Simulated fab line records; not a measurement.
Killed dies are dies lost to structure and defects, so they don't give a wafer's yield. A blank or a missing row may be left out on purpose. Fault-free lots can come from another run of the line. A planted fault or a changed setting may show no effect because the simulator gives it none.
A lot that was struck, set against a sound lot | flow sky130 | 17 out of 708 route steps
Sound: wafers L557.1, L557.2, L557.3. Struck: wafer L568.1 (L568.3, L568.6, from the same lot, were not struck and are left out); the cause is given at the end.
Each step with rows lists, per side, the tool, then ch with its chambers, then its first start. Under that, the readings that differ: sound wafers | struck wafers | difference of the means | sigmas: that difference in standard deviations of wafers without a fault.
alike: words and numbers the same on both sides, and readings whose means are apart by under 2 such deviations; not compared: readings that were withheld, readings missing a value for some wafer, numbers with overlapping values and no deviation given by the record, and bounds like >300 which may hide the same value.
A row with sigmas, a row that says differs or no value, or rows on one side alone: a step with any of these is where the two part. When numbers do not overlap yet have no deviation, they are printed without sigmas and do not part them. A reading that every wafer of one side lacks parts them only if that side has two wafers or more.

SKY_LOCAL_INTERCONNECT_RS_MEAS_01: a four-point-probe measurement.
  sound: film metro-02 at day 31 14:23; struck: film metro-04 at day 35 13:41
  reading                            | sound             | struck | difference | sigmas
  LOCAL_INTERCONNECT_TIN_RS (ohm/sq) | 14.27 14.41 14.25 | 13.96  | -0.35      | -2
SKY_LOCAL_INTERCONNECT_THK_MEAS_02: measures by xrf.
  sound: film metro-02 at day 31 14:30; struck: film metro-04 at day 35 13:48
  reading                         | sound          | struck | difference | sigmas
  LOCAL_INTERCONNECT_TIN_THK (nm) | 98.0 96.8 98.2 | 100.4  | +2.7       | +2
then, 8 steps without rows for these wafers: SKY_LOCAL_INTERCONNECT_DEHYDRATE_03 (time 60 s); SKY_LOCAL_INTERCONNECT_HMDS_04 (prime time 60 s); SKY_LOCAL_INTERCONNECT_COAT_05 (resist thk 59.23 nm); SKY_LOCAL_INTERCONNECT_COAT_06 (resist thk 450 nm); SKY_LOCAL_INTERCONNECT_SOFTBAKE_07 (time 90 s); SKY_LOCAL_INTERCONNECT_EXPOSE_08 (exposes mask LI1M, target cd 170 nm); SKY_LOCAL_INTERCONNECT_PEB_09; SKY_LOCAL_INTERCONNECT_DEVELOP_10 (develop time 60 s).
SKY_LOCAL_INTERCONNECT_CD_MEAS_11: target cd 170 nm.
  sound: cd sem-01 at day 32 18:07; struck: cd sem-02 at day 36 16:40
  alike: cd nm
SKY_LOCAL_INTERCONNECT_OVL_MEAS_12:
  sound: overlay-01 at day 32 18:14; struck: overlay-01 at day 36 16:47
  alike: LOCAL_INTERCONNECT_OVL
SKY_LOCAL_INTERCONNECT_ETCH_13: etches BARC in N2/H2, stops on SiO2, time 45.9 s, target depth 60 nm.
  sound on rie metal-03 ch 0,1, day 32 18:16; struck on rie metal-01 ch 1, day 36 16:49
  reading                                                   | sound             | struck | difference | sigmas
  model.KrF-thick_of_LOCAL_INTERCONNECT_COAT_06.thk nm (nm) | 394.1 394.1 394.3 | 369    | -25        |
  model.LOCAL_INTERCONNECT.cd nm (nm)                       | 169.3 168.8 170.5 | 163.8  | -5.7       |
  model.SiO2_of_SONOS_ONO_CVD_04.thk nm (nm)                | 4.268 4.284 4.386 | 3.017  | -1.296     |
  alike: drypump motor current A, n2 flow sccm, oes product au, throttle valve pct
  not compared: rf hours counter h
SKY_LOCAL_INTERCONNECT_METAL_ETCH_14: etches TiN in Cl2/BCl3, stops on PSG, target depth 110 nm, time 31.4 s.
  sound on rie metal-03 ch 0,1, day 32 18:20; struck on rie metal-01 ch 1, day 36 16:53
  reading                                                   | sound             | struck | difference | sigmas
  oes product au (a.u.)                                     | 0.939 0.930 0.940 | 0.954  | +0.018     | +2
  model.KrF-thick_of_LOCAL_INTERCONNECT_COAT_06.thk nm (nm) | 349.5 350.4 350.1 | 325.2  | -24.8      |
  model.LOCAL_INTERCONNECT.cd nm (nm)                       | 169 168.1 169.9   | 164    | -5         |
  alike: drypump motor current A, throttle valve pct
  not compared: rf hours counter h
SKY_LOCAL_INTERCONNECT_STRIP_15: strips in O2/N2.
  sound on plasma asher-02 ch 0,1, day 32 18:23; struck on plasma asher-02 ch 1, day 36 16:56
  reading                      | sound             | struck | difference | sigmas
  n2 flow sccm (sccm)          | 300.3 301.2 300.8 | 298.7  | -2.1       | -2
  oes product au (a.u.)        | 0.427 0.431 0.432 | 0.420  | -0.010     | -2
  strip time to endpoint s (s) | 4.724 4.725 4.721 | 4.444  | -0.279     | -16
  alike: drypump motor current A, o2 flow sccm
  not compared: rf hours counter h
then, 1 step without rows for these wafers: SKY_LOCAL_INTERCONNECT_STRIP_16 (strips in post etch residue remover, time 1200 s).
-- the record jumps here: 14 days lie between the struck wafers' starts before and after (it left off in module LOCAL_INTERCONNECT and takes up again in module PAD_OPEN, whose first step shown is number 708 of the route) --
SKY_PAD_OPEN_PROBE_99:
  sound: prober-01 at day 48 00:13; struck: prober-02 at day 50 16:25
  alike: killed_at_M0_to_M3, killed_at_M4_up, killed at contacts, killed at front end, killed at other, killed dies, killed open, killed short
  not compared: model.etest.res li.line ohm um

WHERE THEY PART
Earliest at SKY_LOCAL_INTERCONNECT_RS_MEAS_01; latest, in this record, at SKY_LOCAL_INTERCONNECT_STRIP_15. Later steps at which nothing parts them and some readings are alike: SKY_PAD_OPEN_PROBE_99.

WHY: the cause the simulator had injected
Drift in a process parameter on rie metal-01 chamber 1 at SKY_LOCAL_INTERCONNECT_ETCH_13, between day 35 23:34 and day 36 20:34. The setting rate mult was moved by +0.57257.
